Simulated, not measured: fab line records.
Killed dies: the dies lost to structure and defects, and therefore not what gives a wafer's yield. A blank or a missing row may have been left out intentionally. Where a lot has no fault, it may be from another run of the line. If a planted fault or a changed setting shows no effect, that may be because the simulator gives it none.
Which tool did it? || flow sky130 || 21 wafers from 7 lots sampled at 2 of the route's 708 steps

## WHAT THE GAUGES READ, wafer by wafer
SKY_VT_ADJUST_LVTN_TW_MEAS_21.
{"lot": "L333", "measured": "day 8 07:12", "on": "film metro-03", "VT_ADJUST_LVTN_2_TW": "188.5 188.3 187.9"}
{"lot": "L335", "measured": "day 8 16:04", "on": "film metro-01", "VT_ADJUST_LVTN_2_TW": "190.7 191.9 191.2"}
{"lot": "L339", "measured": "day 9 14:50", "on": "film metro-03", "VT_ADJUST_LVTN_2_TW": "187.6 187.6 188.1"}
{"lot": "L346", "measured": "day 11 23:53", "on": "film metro-02", "VT_ADJUST_LVTN_2_TW": "176.7 175.6 176.4"}
{"lot": "L350", "measured": "day 12 20:19", "on": "film metro-03", "VT_ADJUST_LVTN_2_TW": "190.9 190.6 191.1"}
{"lot": "L352", "measured": "day 13 13:59", "on": "film metro-01", "VT_ADJUST_LVTN_2_TW": "190.2 191.2 191.0"}
{"lot": "L355", "measured": "day 14 06:59", "on": "film metro-03", "VT_ADJUST_LVTN_2_TW": "187.4 186.9 188.2"}

## WHAT TOOL EACH LOT RAN ON (gives the tool, then ch and the chambers of the sampled wafers, and finally the start)
{"lot": "L333", "SKY_VT_ADJUST_LVTN_IMPLANT_19": "implanter-02 ch 0, day 8 06:59"}
{"lot": "L335", "SKY_VT_ADJUST_LVTN_IMPLANT_19": "implanter-04 ch 0, day 8 15:50"}
{"lot": "L339", "SKY_VT_ADJUST_LVTN_IMPLANT_19": "implanter-04 ch 0, day 9 14:35"}
{"lot": "L346", "SKY_VT_ADJUST_LVTN_IMPLANT_19": "implanter-04 ch 0, day 11 23:38"}
{"lot": "L350", "SKY_VT_ADJUST_LVTN_IMPLANT_19": "implanter-02 ch 0, day 12 20:04"}
{"lot": "L352", "SKY_VT_ADJUST_LVTN_IMPLANT_19": "implanter-01 ch 0, day 13 13:44"}
{"lot": "L355", "SKY_VT_ADJUST_LVTN_IMPLANT_19": "implanter-01 ch 0, day 14 06:46"}
- SKY_VT_ADJUST_LVTN_IMPLANT_19

## THE ANSWER, worked out from the rows above alone
Rule: the usual values come from the lots themselves. Put in order of their means at a reading, lots are off if they are a third of the lots or fewer, leave a main group of 4 or more, and stand apart from it by a gap of 3 or more times the standard deviation of the main group's means; of several such gaps the widest counts. Not used: any main group whose means are identical at the precision the tables above print for the reading. A lot without any number at a reading at which 4 lots or more have one is off too. Where the step has rows for the other lots, those lots are counted as sound.
Off: L346, seen at SKY_VT_ADJUST_LVTN_TW_MEAS_21 (VT_ADJUST_LVTN_2_TW). Mean 189.4 and standard deviation 1.6 in the main group.
If a tool, at a process step before that reading, ran all the lots that are off and no sound lot after the first of them, it fits. Those tools and the gauges at SKY_VT_ADJUST_LVTN_TW_MEAS_21 are tried in the same way. Can't be told from this: 2 tools fit, implanter-04 at SKY_VT_ADJUST_LVTN_IMPLANT_19, film metro-02 at SKY_VT_ADJUST_LVTN_TW_MEAS_21.

## WHAT THE SIMULATOR HAD INSERTED
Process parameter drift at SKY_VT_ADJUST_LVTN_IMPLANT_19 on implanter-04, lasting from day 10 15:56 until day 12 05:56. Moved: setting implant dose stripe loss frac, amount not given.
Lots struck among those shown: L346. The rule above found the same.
